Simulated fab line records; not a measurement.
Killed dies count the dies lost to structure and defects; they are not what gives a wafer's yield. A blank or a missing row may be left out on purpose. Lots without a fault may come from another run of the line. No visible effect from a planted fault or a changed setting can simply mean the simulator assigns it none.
Struck lot and sound lot, side by side || flow sky130 || 14 out of 708 route steps
Sound: these wafers, L270.1, L270.3, L270.5. Struck: wafers L264.4, L264.5, L264.6. Last of all comes the cause.
Each step with rows lists, per side, the tool, then ch with its chambers, then its first start. Under that, the readings that differ: sound wafers || struck wafers || difference of the means || sigmas: that difference in standard deviations of wafers without a fault.
alike: same words and numbers on both sides, and readings whose means sit less than 2 such deviations apart. not compared: any withheld reading, any reading some wafer has no value for, any bound like >300 that may hide the same value, and any number with overlapping values for which the record gives no deviation.
The two part at a step that has a row with sigmas, a row that says differs or no value, or rows on one side only. Non-overlapping numbers with no deviation appear without sigmas and do not part them. A reading that every wafer of one side lacks parts them only if that side has two wafers or more.

SKY_SD_N_RS_MEAS_17: measures by four-point-probe.
  sound: filmMetro-03 at day 34 03:08; struck: filmMetro-02 at day 32 08:43
  alike: SD_P_RS
SKY_SD_N_RS_MEAS_18: measures by four-point-probe.
  sound: filmMetro-03 at day 34 03:16; struck: filmMetro-02 at day 32 08:50
  alike: RES_XHIGH_RS
then, 2 steps without rows for these wafers: SKY_SALICIDE_CLEAN_00 (cleans in HF-last, time 30 s); SKY_LI_CONTACT_HDPCVD_00 (deposits PSG, target thk 930 nm, time 155 s).
SKY_LI_CONTACT_THK_MEAS_01:
  sound: filmMetro-01 at day 34 03:30; struck: filmMetro-03 at day 32 09:03
  alike: LI_CONTACT_HDPCVD_THK
SKY_LI_CONTACT_CMP_02: polishes PSG.
  sound on cmp-01 ch 0,2, day 34 03:37; struck on cmp-02 ch 0,1,2, day 32 09:14
  alike: motorCurrentA, timeToEndpointS
SKY_LI_CONTACT_BOW_MEAS_03:
  sound: filmMetro-01 at day 34 03:52; struck: filmMetro-02 at day 32 09:26
  alike: LI_CONTACT_BOW
then, 5 steps without rows for these wafers: SKY_LI_CONTACT_DEHYDRATE_04 (time 60 s); SKY_LI_CONTACT_HMDS_05 (prime time 60 s); SKY_LI_CONTACT_COAT_06 (resist thk 60 nm); SKY_LI_CONTACT_COAT_07 (resist thk 450 nm); SKY_LI_CONTACT_SOFTBAKE_08 (time 90 s).
SKY_LI_CONTACT_EXPOSE_09: exposes mask LICM1, target cd 170 nm.
  struck on krfScanner-01, day 32 23:13; sound on krfScanner-02 ch 0, day 34 16:43
  no value came back on the struck wafers for exposureDoseMJCm2, focusOffsetNm (nm), sigmaInner; on the sound wafers exposureDoseMJCm2 reads 37.98 37.99 37.99
  alike: mask
after that, 1 step had no rows for these wafers: SKY_LI_CONTACT_PEB_10.

## WHERE THEY PART
At SKY_LI_CONTACT_EXPOSE_09 and nowhere else, as far as this record goes.

WHY: what had been put in by the simulator
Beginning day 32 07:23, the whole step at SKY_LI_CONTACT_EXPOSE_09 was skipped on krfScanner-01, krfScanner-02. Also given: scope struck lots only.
